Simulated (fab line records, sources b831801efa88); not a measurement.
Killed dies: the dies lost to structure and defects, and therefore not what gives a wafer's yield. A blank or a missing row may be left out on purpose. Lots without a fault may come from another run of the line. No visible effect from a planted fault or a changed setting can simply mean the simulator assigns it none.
fab line records ; flow sfqLine ; part 1 of 2: steps 1 to 30 of 40
record lots=5; wafers=15; lastDay=86
route steps=325 shown M2@93 I2@103 M3@118 I3@133
lots untouched by any fault: they come from a run of this same line in which no faults occurred
startH: the number of hours between the record's first day and the start of the first shown wafer of the lot ; waitH: hours elapsed since this lot's preceding step ; " repeats the value in the row above ; L1.1+2: a row that stands for several wafers ; - no value, or no start given ; * or withheld: withheld ; < > ~ a bound
route shown NAME@n: NAME is a module with steps in the file, n the number in the route of the first one ; usual: mean/standard deviation of fault-free wafers ; same: alike in all rows ; chamber/n: place in a boat ; sites: the reading at each site ; _std_site: the values' standard deviation ; _edge_site: outer sites' mean less inner sites' ; radiusMm: how far each site lies from the wafer's centre ; mask NAME#n: copy n ; behind: the tool/chamber that last shaped the wafer ; hold: why the lot was held/for how many hours/how that ended ; device: whichever transistor did not switch (one of n, p or np) ; end of line: the tests these same wafers got at the end of their route ; a step with no rows: only its recipe ; killed: not the wafer's yield, but the dies lost to structure and defects at the first sort ; map: the dies of a wafer, with x for killed, . for not killed, _ for no die there
set.NAME: setting as actually run; set.NAME@STEP: the setting as run at that earlier step ; model.NAME: the simulator's own value behind a step, which no gauge read
lots at some steps of the route; a table a step, a row a wafer
services: from which hour (startH, from the record's first day; less than 0 if before it) a tool's chamber was out of use, for how many hours, and why
## steps
# step SFQ_TRILAYER_M2_LITHO_COAT_057
# recipe resist=KrF; spinRpm=3000; resistThkNm=600
lot.wafer;tool;chamber;startH;waitH
L074.3+4+5;lithoTrack-04;0;354.33;0.2
L078.1+2+5;lithoTrack-04;0;388.58;0.2
L079.2+5+6;lithoTrack-04;0;406.95;0.2
L089.1+3+5;lithoTrack-02;0;513.44;0.2
L090.1+4+6;lithoTrack-04;0;518.42;0.2
# step SFQ_TRILAYER_M2_LITHO_SOFTBAKE_061
# recipe tempC=withheld; timeS=withheld; resist=KrF
lot.wafer;tool;chamber;startH;waitH
L074.3+4+5;lithoTrack-04;0;354.58;0.2
L078.1+2+5;lithoTrack-04;0;388.88;0.2
L079.2+5+6;lithoTrack-04;0;407.22;0.2
L089.1+3+5;lithoTrack-02;0;513.74;0.2
L090.1+4+6;lithoTrack-04;0;518.72;0.2
# step SFQ_TRILAYER_M2_LITHO_EXPOSE_058
# recipe maskId=M2; na=0.6; sourceShape=conventional; sigmaOuter=0.65; targetCdNm=500; doseMj=14.4
lot.wafer;tool;chamber;startH;waitH;mask
L074.3+4+5;krfScanner-01;0;376.32;-;M2#0
L078.1+2+5;krfScanner-01;0;405.10;-;M2#0
L079.2+5+6;krfScanner-01;0;422.10;-;M2#0
L089.1+3+5;krfScanner-01;0;541.13;-;M2#0
L090.1+4+6;krfScanner-01;0;552.71;-;M2#0
# step SFQ_TRILAYER_M2_LITHO_PEB_060
# recipe pebTempC=115; pebTimeS=60; resist=KrF
lot.wafer;tool;chamber;startH;waitH
L074.3+4+5;lithoTrack-02;0;377.17;0.7
L078.1+2+5;lithoTrack-04;0;406.30;1.0
L079.2+5+6;lithoTrack-01;0;423.12;0.8
L089.1+3+5;lithoTrack-01;0;542.33;1.0
L090.1+4+6;lithoTrack-01;0;553.91;1.0
# step SFQ_TRILAYER_M2_LITHO_DEVELOP_059
# recipe timeS=60; resist=KrF
lot.wafer;tool;chamber;startH;waitH
L074.3+4+5;lithoTrack-02;0;377.32;0.1
L078.1+2+5;lithoTrack-04;0;406.45;0.1
L079.2+5+6;lithoTrack-01;0;423.27;0.1
L089.1+3+5;lithoTrack-01;0;542.48;0.1
L090.1+4+6;lithoTrack-01;0;554.06;0.1
# step SFQ_M2_OVL_MEAS_916
# usual M2_OVL=1/4.6
lot.wafer;tool;chamber;startH;waitH;M2_OVL[nm]
L074.3;overlay-02;-;377.43;0.1;12
L074.4;overlay-02;-;377.43;0.1;9
L074.5;overlay-02;-;377.43;0.1;11
L078.1;overlay-01;-;406.60;0.1;-1
L078.2;overlay-01;-;406.60;0.1;-5
L078.5;overlay-01;-;406.60;0.1;3
L079.2;overlay-02;-;423.40;0.1;7
L079.5;overlay-02;-;423.40;0.1;-1
L079.6;overlay-02;-;423.40;0.1;1
L089.1;overlay-02;-;542.63;0.1;-9
L089.3;overlay-02;-;542.63;0.1;-3
L089.5;overlay-02;-;542.63;0.1;-1
L090.1;overlay-02;-;554.21;0.1;-1
L090.4;overlay-02;-;554.21;0.1;-1
L090.6;overlay-02;-;554.21;0.1;1
# step SFQ_TRILAYER_M2_BARC_OPEN_METAL_ETCH_077
# recipe maskMaterial=PR; chemistry=O2; targetDepthNm=125; target=BARC; icpW=600; biasW=80; pressureMtorr=10; timeS=41.7
# usual drypumpMotorCurrentA=5.53/0.21; oesProductAu=0.685/0.0044; rfFwdPowerW=594/3.1
lot.wafer;tool;chamber;startH;waitH;drypumpMotorCurrentA;oesProductAu;rfFwdPowerW;rfHoursCounterH
L074.3;rieMetal-01;1;377.47;0.0;5.59;0.686;593;-
L074.4;rieMetal-01;0;377.47;0.0;5.39;0.689;592;-
L074.5;rieMetal-01;1;377.47;0.0;5.57;0.694;594;-
L078.1;rieMetal-02;0;406.63;0.0;5.21;0.692;585;106
L078.2;rieMetal-02;1;406.63;0.0;5.82;0.688;596;96
L078.5;rieMetal-02;1;406.63;0.0;5.82;0.691;596;-
L079.2;rieMetal-02;0;423.43;0.0;5.20;0.687;589;110
L079.5;rieMetal-02;1;423.43;0.0;5.81;0.682;594;-
L079.6;rieMetal-02;0;423.43;0.0;5.21;0.680;590;-
L089.1;rieMetal-04;0;542.67;0.0;5.58;0.681;596;32
L089.3;rieMetal-04;0;542.67;0.0;5.59;0.687;593;-
L089.5;rieMetal-04;1;542.67;0.0;5.59;0.690;598;-
L090.1;rieMetal-04;0;554.24;0.0;5.59;0.677;595;35
L090.4;rieMetal-04;0;554.24;0.0;5.59;0.684;595;-
L090.6;rieMetal-04;0;554.24;0.0;5.60;0.688;593;-
# step SFQ_TRILAYER_M2_ETCH_METAL_ETCH_060
# recipe target=Nb; stopOn=SiO2; maskMaterial=PR; chemistry=Cl2/Ar; targetDepthNm=240; icpW=600; biasW=80; pressureMtorr=10; timeS=120
# usual drypumpMotorCurrentA=5.53/0.21; oesProductAu=0.894/0.0069; rfFwdPowerW=597.2/2.4
lot.wafer;tool;chamber;startH;waitH;drypumpMotorCurrentA;oesProductAu;rfFwdPowerW;rfHoursCounterH
L074.3;rieMetal-01;1;377.56;0.1;5.60;0.892;600.2;-
L074.4;rieMetal-01;0;377.56;0.1;5.44;0.891;599.8;-
L074.5;rieMetal-01;1;377.56;0.1;5.57;0.895;600.8;-
L078.1;rieMetal-02;0;406.69;0.0;5.23;0.890;596.2;106
L078.2;rieMetal-02;1;406.69;0.0;5.82;0.886;597.6;96
L078.5;rieMetal-02;1;406.69;0.0;5.83;0.890;596.1;-
L079.2;rieMetal-02;0;423.49;0.0;5.20;0.884;595.2;110
L079.5;rieMetal-02;1;423.49;0.0;5.83;0.888;595.1;-
L079.6;rieMetal-02;0;423.49;0.0;5.21;0.888;593.3;-
L089.1;rieMetal-04;0;542.73;0.0;5.57;0.902;594.2;32
L089.3;rieMetal-04;0;542.73;0.0;5.56;0.898;596.2;-
L089.5;rieMetal-04;1;542.73;0.0;5.58;0.894;599.2;-
L090.1;rieMetal-04;0;554.30;0.0;5.56;0.891;596.7;35
L090.4;rieMetal-04;0;554.30;0.0;5.59;0.896;598.6;-
L090.6;rieMetal-04;0;554.30;0.0;5.57;0.897;596.9;-
# step SFQ_TRILAYER_M2_STRIP_STRIP_061
# recipe gas=O2; powerW=200; platenTempC=40; overashFraction=0.65; chemistry=O2; pressureMtorr=50
# usual drypumpMotorCurrentA=5.53/0.21; oesProductAu=0.998/0.01
lot.wafer;tool;chamber;startH;waitH;drypumpMotorCurrentA;oesProductAu;rfHoursCounterH
L074.3;rieMetal-01;1;377.84;0.2;5.63;1.011;-
L074.4;rieMetal-01;0;377.84;0.2;5.38;1.002;-
L074.5;rieMetal-01;1;377.84;0.2;5.58;1.021;-
L078.1;rieMetal-02;0;406.82;0.1;5.22;0.999;106
L078.2;rieMetal-02;1;406.82;0.1;5.81;0.994;96
L078.5;rieMetal-02;1;406.82;0.1;5.81;0.999;-
L079.2;rieMetal-02;0;423.62;0.1;5.24;0.999;110
L079.5;rieMetal-02;1;423.62;0.1;5.81;1.014;-
L079.6;rieMetal-02;0;423.62;0.1;5.24;0.999;-
L089.1;rieMetal-04;0;542.85;0.1;5.56;0.993;33
L089.3;rieMetal-04;0;542.85;0.1;5.57;0.996;-
L089.5;rieMetal-04;1;542.85;0.1;5.56;0.982;-
L090.1;rieMetal-04;0;554.43;0.1;5.59;0.991;35
L090.4;rieMetal-04;0;554.43;0.1;5.61;0.990;-
L090.6;rieMetal-04;0;554.43;0.1;5.58;0.991;-
# step SFQ_TRILAYER_M2_STRIP_SOLV_CLEAN_062
# recipe chemistry=NMP; tempC=70; timeS=600
lot.wafer;tool;chamber;startH;waitH
L074.3+4+5;wetBench-03;4,1,5;378.24;0.2
L078.1+2+5;wetBench-03;2,7,6;407.42;0.4
L079.2+5+6;wetBench-04;4,6,7;424.22;0.4
L089.1+3+5;wetBench-04;3,5,6;543.45;0.4
L090.1+4+6;wetBench-03;3,6,4;555.03;0.4
# step SFQ_TRILAYER_I2_DEP_PECVD_063
# recipe material=SiO2; tempC=150; timeS=111.11; pressureTorr=2.4; rfW=183.3; precursor=SiH4/N2O; targetThkNm=500
# usual heaterPowerW=90/10; rfFwdPowerW=182.1/0.68; throttleValvePct=24.9/1.6
lot.wafer;tool;chamber;startH;waitH;heaterPowerW;rfFwdPowerW;throttleValvePct
L074.3;pecvd-02;2;378.43;0.0;84;182.3;27.0
L074.4;pecvd-02;2;378.43;0.0;88;182.6;27.1
L074.5;pecvd-02;0;378.43;0.0;89;181.6;25.3
L078.1;pecvd-01;0;407.59;0.0;113;180.9;23.0
L078.2;pecvd-01;1;407.59;0.0;72;180.8;23.1
L078.5;pecvd-01;1;407.59;0.0;75;181.7;23.6
L079.2;pecvd-01;1;424.60;0.0;73;181.6;23.3
L079.5;pecvd-01;1;424.60;0.0;76;181.8;23.4
L079.6;pecvd-01;0;424.60;0.0;102;181.5;23.1
L089.1;pecvd-02;0;543.63;0.0;93;181.9;25.4
L089.3;pecvd-02;0;543.63;0.0;95;182.3;25.5
L089.5;pecvd-02;2;543.63;0.0;86;181.5;27.0
L090.1;pecvd-02;1;555.20;0.0;96;183.5;25.0
L090.4;pecvd-02;0;555.20;0.0;85;181.7;25.2
L090.6;pecvd-02;2;555.20;0.0;82;183.0;26.9
# step SFQ_TRILAYER_I2_CMP_CMP_064
# recipe material=SiO2; downForcePsi=3; platenRpm=60; padVelocityMS=0.94248
# usual motorCurrentA=10.2/0.79; timeToEndpointS=214/8
lot.wafer;tool;chamber;startH;waitH;motorCurrentA;timeToEndpointS
L074.3;cmp-02;0;379.01;0.5;10.1;224
L074.4;cmp-02;2;380.01;1.5;9.1;215
L074.5;cmp-02;0;381.01;2.5;10.2;225
L078.1;cmp-01;2;407.67;0.0;10.8;207
L078.2;cmp-01;0;408.67;1.0;8.7;205
L078.5;cmp-01;2;409.67;2.0;10.7;207
L079.2;cmp-02;0;427.38;2.7;9.6;218
L079.6;cmp-02;3;428.88;4.2;11.5;225
L079.5;cmp-02;0;428.88;4.2;10.0;223
L089.3;cmp-02;3;543.74;0.0;11.5;220
L089.1;cmp-02;1;544.74;1.1;10.3;220
L089.5;cmp-02;0;546.24;2.5;9.6;222
L090.4;cmp-02;0;555.74;0.5;9.7;230
L090.1;cmp-02;3;557.24;2.0;11.6;217
L090.6;cmp-02;0;557.24;2.0;9.9;234
# step SFQ_I2_BOW_MEAS_917
# recipe mode=bow
# usual I2_BOW=0/7.2
lot.wafer;tool;chamber;startH;waitH;I2_BOW[um]
L074.3;filmMetro-01;-;381.55;2.0;12
L074.4;filmMetro-01;-;381.55;2.0;12
L074.5;filmMetro-01;-;381.55;2.0;9
L078.1;filmMetro-02;-;410.67;2.5;-7
L078.2;filmMetro-02;-;410.67;2.5;-3
L078.5;filmMetro-02;-;410.67;2.5;-11
L079.2;filmMetro-03;-;429.90;2.0;13
L079.5;filmMetro-03;-;429.90;2.0;3
L079.6;filmMetro-03;-;429.90;2.0;0
L089.1;filmMetro-01;-;546.74;1.5;12
L089.3;filmMetro-01;-;546.74;1.5;9
L089.5;filmMetro-01;-;546.74;1.5;16
L090.1;filmMetro-03;-;558.74;1.0;-14
L090.4;filmMetro-03;-;558.74;1.0;-6
L090.6;filmMetro-03;-;558.74;1.0;-3
# step SFQ_TRILAYER_I2_METRO_MEASURE_065
# usual thkNm=199.9/1.1
lot.wafer;tool;chamber;startH;waitH;thkNm
L074.3;filmMetro-01;-;382.03;0.5;202.1
L074.4;filmMetro-01;-;382.03;0.5;199.2
L074.5;filmMetro-01;-;382.03;0.5;201.5
L078.1;filmMetro-02;-;410.79;0.1;200.0
L078.2;filmMetro-02;-;410.79;0.1;201.7
L078.5;filmMetro-02;-;410.79;0.1;200.2
L079.2;filmMetro-03;-;430.20;0.3;198.4
L079.5;filmMetro-03;-;430.20;0.3;198.5
L079.6;filmMetro-03;-;430.20;0.3;198.8
L089.1;filmMetro-01;-;546.86;0.1;199.4
L089.3;filmMetro-01;-;546.86;0.1;200.8
L089.5;filmMetro-01;-;546.86;0.1;199.3
L090.1;filmMetro-03;-;558.86;0.1;200.7
L090.4;filmMetro-03;-;558.86;0.1;200.9
L090.6;filmMetro-03;-;558.86;0.1;201.2
# step SFQ_TRILAYER_I2_VIA_LITHO_COAT_072
# recipe resist=BARC; spinRpm=3000; resistThkNm=62
lot.wafer;tool;chamber;startH;waitH
L074.3+4+5;lithoTrack-04;0;382.93;0.7
L078.1+2+5;lithoTrack-04;0;411.99;1.0
L079.2+5+6;lithoTrack-01;0;431.25;0.8
L089.1+3+5;lithoTrack-03;0;548.06;1.0
L090.1+4+6;lithoTrack-01;0;560.06;1.0
# step SFQ_TRILAYER_I2_VIA_LITHO_COAT_067
# recipe resist=KrF; spinRpm=3000; resistThkNm=650
lot.wafer;tool;chamber;startH;waitH
L074.3+4+5;lithoTrack-04;0;383.23;0.2
L078.1+2+5;lithoTrack-04;0;412.29;0.2
L079.2+5+6;lithoTrack-01;0;431.55;0.2
L089.1+3+5;lithoTrack-03;0;548.36;0.2
L090.1+4+6;lithoTrack-01;0;560.36;0.2
# step SFQ_TRILAYER_I2_VIA_LITHO_SOFTBAKE_071
# recipe tempC=withheld; timeS=withheld; resist=KrF
lot.wafer;tool;chamber;startH;waitH
L074.3+4+5;lithoTrack-04;0;383.48;0.2
L078.1+2+5;lithoTrack-04;0;412.59;0.2
L079.2+5+6;lithoTrack-01;0;431.83;0.2
L089.1+3+5;lithoTrack-03;0;548.66;0.2
L090.1+4+6;lithoTrack-01;0;560.66;0.2
# step SFQ_TRILAYER_I2_VIA_LITHO_EXPOSE_068
# recipe maskId=I2; na=0.6; sourceShape=conventional; sigmaOuter=0.65; targetCdNm=500; doseMj=21.3
lot.wafer;tool;chamber;startH;waitH;mask
L074.3+4+5;krfScanner-02;0;524.14;-;I2#0
L078.1+2+5;krfScanner-02;0;562.14;-;I2#0
L079.2+5+6;krfScanner-02;0;585.24;-;I2#0
L089.1+3+5;krfScanner-02;0;688.74;-;I2#0
L090.1+4+6;krfScanner-02;0;700.74;-;I2#0
# step SFQ_TRILAYER_I2_VIA_LITHO_PEB_070
# recipe pebTempC=115; pebTimeS=60; resist=KrF
lot.wafer;tool;chamber;startH;waitH
L074.3+4+5;lithoTrack-01;0;524.99;0.7
L078.1+2+5;lithoTrack-01;0;563.34;1.0
L079.2+5+6;lithoTrack-01;0;586.26;0.8
L089.1+3+5;lithoTrack-04;0;689.94;1.0
L090.1+4+6;lithoTrack-03;0;701.94;1.0
# step SFQ_TRILAYER_I2_VIA_LITHO_DEVELOP_069
# recipe timeS=60; resist=KrF
lot.wafer;tool;chamber;startH;waitH
L074.3+4+5;lithoTrack-01;0;525.14;0.1
L078.1+2+5;lithoTrack-01;0;563.49;0.1
L079.2+5+6;lithoTrack-01;0;586.41;0.1
L089.1+3+5;lithoTrack-04;0;690.09;0.1
L090.1+4+6;lithoTrack-03;0;702.09;0.1
# step SFQ_I2_OVL_MEAS_918
# usual I2_OVL=1/5.4
lot.wafer;tool;chamber;startH;waitH;I2_OVL[nm]
L074.3;overlay-01;-;525.25;0.1;4
L074.4;overlay-01;-;525.25;0.1;0
L074.5;overlay-01;-;525.25;0.1;2
L078.1;overlay-02;-;563.64;0.1;4
L078.2;overlay-02;-;563.64;0.1;3
L078.5;overlay-02;-;563.64;0.1;8
L079.2;overlay-02;-;586.54;0.1;5
L079.5;overlay-02;-;586.54;0.1;8
L079.6;overlay-02;-;586.54;0.1;-2
L089.1;overlay-01;-;690.24;0.1;5
L089.3;overlay-01;-;690.24;0.1;5
L089.5;overlay-01;-;690.24;0.1;2
L090.1;overlay-02;-;702.24;0.1;-3
L090.4;overlay-02;-;702.24;0.1;-8
L090.6;overlay-02;-;702.24;0.1;-8
# step SFQ_TRILAYER_I2_VIA_BARC_OPEN_VIA_ETCH_096
# recipe maskMaterial=PR; chemistry=O2; targetDepthNm=125; target=BARC; sourceW=500; biasW=80; pressureMtorr=30; timeS=41.7
# usual drypumpMotorCurrentA=5.9/0.63; oesProductAu=0.685/0.0044; rfFwdPowerW=493.9/2.7
lot.wafer;tool;chamber;startH;waitH;drypumpMotorCurrentA;oesProductAu;rfFwdPowerW;rfHoursCounterH
L074.3;rieDiel-04;3;525.27;0.0;6.7;0.690;491.7;69
L074.4;rieDiel-04;0;525.27;0.0;6.3;0.685;490.5;61
L074.5;rieDiel-04;1;525.27;0.0;5.2;0.682;500.0;-
L078.1;rieDiel-04;2;563.67;0.0;6.4;0.693;489.6;21
L078.2;rieDiel-04;0;563.67;0.0;6.3;0.675;489.4;62
L078.5;rieDiel-04;3;563.67;0.0;6.7;0.689;493.8;-
L079.2;rieDiel-04;0;586.57;0.0;6.3;0.686;490.1;62
L079.5;rieDiel-04;0;586.57;0.0;6.3;0.679;490.2;-
L079.6;rieDiel-04;3;586.57;0.0;6.7;0.677;490.3;-
L089.1;rieDiel-03;1;690.28;0.0;6.3;0.695;497.9;6
L089.3;rieDiel-03;0;690.28;0.0;4.9;0.688;492.8;8
L089.5;rieDiel-03;2;690.28;0.0;5.0;0.676;496.4;-
L090.1;rieDiel-04;1;702.28;0.0;5.2;0.689;496.4;5
L090.4;rieDiel-04;1;702.28;0.0;5.2;0.686;496.4;-
L090.6;rieDiel-04;3;702.28;0.0;6.7;0.688;494.3;-
# step SFQ_TRILAYER_I2_VIA_ETCH_VIA_ETCH_070
# recipe target=SiO2; stopOn=Nb; maskMaterial=PR; taperDeg=20; chemistry=CHF3; targetDepthNm=260; sourceW=500; biasW=80; pressureMtorr=30; timeS=withheld
# usual drypumpMotorCurrentA=5.9/0.63; oesProductAu=0.855/0.005; rfFwdPowerW=497.8/1.5
lot.wafer;tool;chamber;startH;waitH;drypumpMotorCurrentA;oesProductAu;rfFwdPowerW
L074.3;rieDiel-04;3;525.31;0.0;6.7;0.856;498.2
L074.4;rieDiel-04;0;525.31;0.0;6.3;0.849;496.7
L074.5;rieDiel-04;1;525.31;0.0;5.2;0.861;499.9
L078.1;rieDiel-04;2;563.71;0.0;6.4;0.853;498.3
L078.2;rieDiel-04;0;563.71;0.0;6.3;0.866;494.9
L078.5;rieDiel-04;3;563.71;0.0;6.7;0.864;496.0
L079.2;rieDiel-04;0;586.61;0.0;6.3;0.854;498.1
L079.5;rieDiel-04;0;586.61;0.0;6.3;0.859;497.2
L079.6;rieDiel-04;3;586.61;0.0;6.7;0.854;496.2
L089.1;rieDiel-03;1;690.32;0.0;6.3;0.861;499.8
L089.3;rieDiel-03;0;690.32;0.0;4.9;0.859;497.1
L089.5;rieDiel-03;2;690.32;0.0;5.0;0.854;495.1
L090.1;rieDiel-04;1;702.32;0.0;5.2;0.855;496.9
L090.4;rieDiel-04;1;702.32;0.0;5.2;0.855;497.6
L090.6;rieDiel-04;3;702.32;0.0;6.7;0.857;498.3
# step SFQ_TRILAYER_I2_VIA_STRIP_STRIP_071
# recipe gas=O2; powerW=200; platenTempC=40; overashFraction=0.65; chemistry=O2; pressureMtorr=50
# usual drypumpMotorCurrentA=5.52/0.24; oesProductAu=1.002/0.011
lot.wafer;tool;chamber;startH;waitH;drypumpMotorCurrentA;oesProductAu;rfHoursCounterH
L074.3;rieMetal-03;1;525.62;-;5.82;1.007;-
L074.4;rieMetal-03;0;525.62;-;5.17;1.012;-
L074.5;rieMetal-03;0;525.62;-;5.20;1.006;-
L078.1;rieMetal-04;1;563.82;-;5.58;0.987;148
L078.2;rieMetal-04;0;563.82;-;5.58;1.002;37
L078.5;rieMetal-04;0;563.82;-;5.58;0.990;-
L079.2;rieMetal-03;1;586.72;-;5.78;1.007;94
L079.5;rieMetal-03;1;586.72;-;5.79;1.010;-
L079.6;rieMetal-03;0;586.72;-;5.18;1.005;-
L089.1;rieMetal-04;0;690.43;-;5.57;0.996;62
L089.3;rieMetal-04;0;690.43;-;5.61;0.997;-
L089.5;rieMetal-04;0;690.43;-;5.59;0.995;-
L090.1;rieMetal-03;0;702.43;-;5.16;1.006;29
L090.4;rieMetal-03;0;702.43;-;5.15;1.000;-
L090.6;rieMetal-03;0;702.43;-;5.15;1.010;-
# step SFQ_TRILAYER_I2_VIA_STRIP_SOLV_CLEAN_072
# recipe chemistry=NMP; tempC=70; timeS=600
lot.wafer;tool;chamber;startH;waitH
L074.3+4+5;wetBench-01;4,1,5;526.02;0.2
L078.1+2+5;wetBench-04;6,7,0;564.42;0.4
L079.2+5+6;wetBench-01;7,5,3;587.32;0.4
L089.1+3+5;wetBench-02;5,0,6;691.03;0.4
L090.1+4+6;wetBench-01;0,6,1;703.03;0.4
# step SFQ_TRILAYER_M3_DEP_PRE_CLEAN_074
# recipe gas=Ar; timeS=22.5; biasV=250
lot.wafer;tool;chamber;startH;waitH
L074.3+4+5;pvdSputter-04;-;526.20;0.0
L078.1+2+5;pvdSputter-06;-;564.62;0.0
L079.2+5+6;pvdSputter-03;-;587.52;0.0
L089.1+3+5;pvdSputter-03;-;691.21;0.0
L090.1+4+6;pvdSputter-06;-;703.21;0.0
# step SFQ_TRILAYER_M3_DEP_SPUTTER_073
# recipe material=Nb; basePressurePa=1.33e-06; chamberPressurePa=0.1333; substrateTempC=20; resputterCathodeVoltageV=400; targetThkNm=200; powerW=2000; timeS=133.3
# usual throttleValvePct=29.2/1.1
lot.wafer;tool;chamber;startH;waitH;throttleValvePct
L074.3;pvdSputter-04;-;526.23;0.0;27.4
L074.4;pvdSputter-04;-;526.23;0.0;30.2
L074.5;pvdSputter-04;-;526.23;0.0;28.9
L078.1;pvdSputter-06;-;564.64;0.0;28.0
L078.2;pvdSputter-06;-;564.64;0.0;28.5
L078.5;pvdSputter-06;-;564.64;0.0;30.0
L079.2;pvdSputter-03;-;587.54;0.0;29.3
L079.5;pvdSputter-03;-;587.54;0.0;29.3
L079.6;pvdSputter-03;-;587.54;0.0;32.0
L089.1;pvdSputter-03;-;691.23;0.0;29.3
L089.3;pvdSputter-03;-;691.23;0.0;28.2
L089.5;pvdSputter-03;-;691.23;0.0;29.4
L090.1;pvdSputter-06;-;703.23;0.0;28.4
L090.4;pvdSputter-06;-;703.23;0.0;30.1
L090.6;pvdSputter-06;-;703.23;0.0;29.3
# step SFQ_M3_RS_MEAS_919
# recipe thkMeasGauge=four-point-probe; reads=Nb_of_TRILAYER_M3_DEP_SPUTTER_073
# usual M3_NB_RS=0.888/0.0091
lot.wafer;tool;chamber;startH;waitH;M3_NB_RS[ohm/sq]
L074.3;filmMetro-01;-;526.36;0.1;0.876
L074.4;filmMetro-01;-;526.36;0.1;0.899
L074.5;filmMetro-01;-;526.36;0.1;0.888
L078.1;filmMetro-01;-;564.73;0.0;0.896
L078.2;filmMetro-01;-;564.73;0.0;0.889
L078.5;filmMetro-01;-;564.73;0.0;0.885
L079.2;filmMetro-01;-;587.65;0.1;0.882
L079.5;filmMetro-01;-;587.65;0.1;0.894
L079.6;filmMetro-01;-;587.65;0.1;0.895
L089.1;filmMetro-04;-;691.33;0.0;0.896
L089.3;filmMetro-04;-;691.33;0.0;0.894
L089.5;filmMetro-04;-;691.33;0.0;0.898
L090.1;filmMetro-02;-;703.33;0.0;0.891
L090.4;filmMetro-02;-;703.33;0.0;0.877
L090.6;filmMetro-02;-;703.33;0.0;0.879
# step SFQ_TRILAYER_M3_LITHO_COAT_080
# recipe resist=BARC; spinRpm=3000; resistThkNm=62
lot.wafer;tool;chamber;startH;waitH
L074.3+4+5;lithoTrack-02;0;526.60;0.1
L078.1+2+5;lithoTrack-01;0;564.91;0.1
L079.2+5+6;lithoTrack-02;0;587.86;0.1
L089.1+3+5;lithoTrack-01;0;691.51;0.1
L090.1+4+6;lithoTrack-03;0;703.51;0.1
# step SFQ_TRILAYER_M3_LITHO_COAT_075
# recipe resist=KrF; spinRpm=3000; resistThkNm=600
lot.wafer;tool;chamber;startH;waitH
L074.3+4+5;lithoTrack-02;0;526.90;0.2
L078.1+2+5;lithoTrack-01;0;565.21;0.2
L079.2+5+6;lithoTrack-02;0;588.16;0.2
L089.1+3+5;lithoTrack-01;0;691.81;0.2
L090.1+4+6;lithoTrack-03;0;703.81;0.2
